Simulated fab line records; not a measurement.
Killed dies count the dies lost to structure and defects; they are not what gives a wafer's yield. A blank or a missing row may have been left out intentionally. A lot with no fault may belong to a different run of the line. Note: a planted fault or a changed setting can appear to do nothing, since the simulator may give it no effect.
2 desks, one fault || flow sky130 || each desk has only its own numbers; what lay behind them comes last

FROM THE METROLOGY DESK
Lot by lot, what the gauges showed, no matter which tool ran the lot: averages of those sampled wafers that carry a number. The brackets show how far a lot's mean lies from the usual mean; more than 4 standard deviations puts the lot out of limits, marked OUT.
Columns: A = VIA1_W_RS at SKY_VIA1_RS_MEAS_22, usual 0.426 ohm/sq; B = CAP2M_CVD_00_THK at SKY_CAP2M_THK_MEAS_01, usual 15.56 nm
{"lot": "L192", "first seen here": "day 33 18:05", "A": 0.425, "B": 15.57}
{"lot": "L193", "first seen here": "day 34 06:35", "A": 0.428, "B": 15.56}
{"lot": "L196", "first seen here": "day 35 10:45", "A": 0.427, "B": 15.48}
{"lot": "L200", "first seen here": "day 36 13:19", "A": 0.424, "B": "14.67 (-4.0) OUT"}
{"lot": "L202", "first seen here": "day 37 19:17", "A": 0.427, "B": 14.90}
{"lot": "L204", "first seen here": "day 38 02:41", "A": 0.427, "B": 14.80}
{"lot": "L206", "first seen here": "day 38 21:22", "A": 0.429, "B": 15.65}
{"lot": "L208", "first seen here": "day 39 14:35", "A": 0.429, "B": 15.76}
{"lot": "L211", "first seen here": "day 40 08:50", "A": 0.426, "B": 15.60}
{"lot": "L213", "first seen here": "day 40 18:16", "A": 0.426, "B": 15.44}
{"lot": "L214", "first seen here": "day 40 20:08", "A": 0.429, "B": 15.65}
This desk's finding: out of limits on L200; first on L200, day 42 00:49 (CAP2M_CVD_00_THK at SKY_CAP2M_THK_MEAS_01). Within limits: L192, L193, L196, L202, L204, L206, L208, L211, L213, L214.

DESK OF THE TOOL OWNER: pecvd-04
The tool's own readings at SKY_CAP2M_CVD_00 (deposits SiO2, target thk 15.5 nm): means of the sampled wafers that have a number, for each lot that ran on this tool. The brackets show how far a lot's mean lies from the usual mean; more than 4 standard deviations puts the lot out of limits, marked OUT.
Columns: A = heater-power-outer-w at SKY_CAP2M_CVD_00, usual 414 W; B = heater-power-w at SKY_CAP2M_CVD_00, usual 737 W
{"lot": "L193", "first seen here": "day 40 01:22", "A": 446, "B": 774}
{"lot": "L196", "first seen here": "day 41 02:23", "A": 406, "B": 720}
{"lot": "L200", "first seen here": "day 42 00:47", "A": 427, "B": 787}
{"lot": "L202", "first seen here": "day 43 04:10", "A": 449, "B": 842}
{"lot": "L204", "first seen here": "day 43 11:57", "A": 442, "B": 822}
Result from this desk: across the 5 lots, nothing is out of limits.

PUT TOGETHER
The metrology desk could have raised an alarm at day 42 00:49, on L200.
The tool owner's desk saw nothing out of limits.
Tool owner's desk: L200 on record, inside its limits.
Every lot named ran SKY_CAP2M_CVD_00 on pecvd-04.

WHAT WAS PUT IN BY THE SIMULATOR
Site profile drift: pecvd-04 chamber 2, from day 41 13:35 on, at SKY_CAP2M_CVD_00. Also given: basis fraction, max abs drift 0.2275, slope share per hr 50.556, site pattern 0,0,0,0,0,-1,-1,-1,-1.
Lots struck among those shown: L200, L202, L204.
Time in hours between the start of the fault and the first out-of-limits reading at each desk: metrology desk, 11.
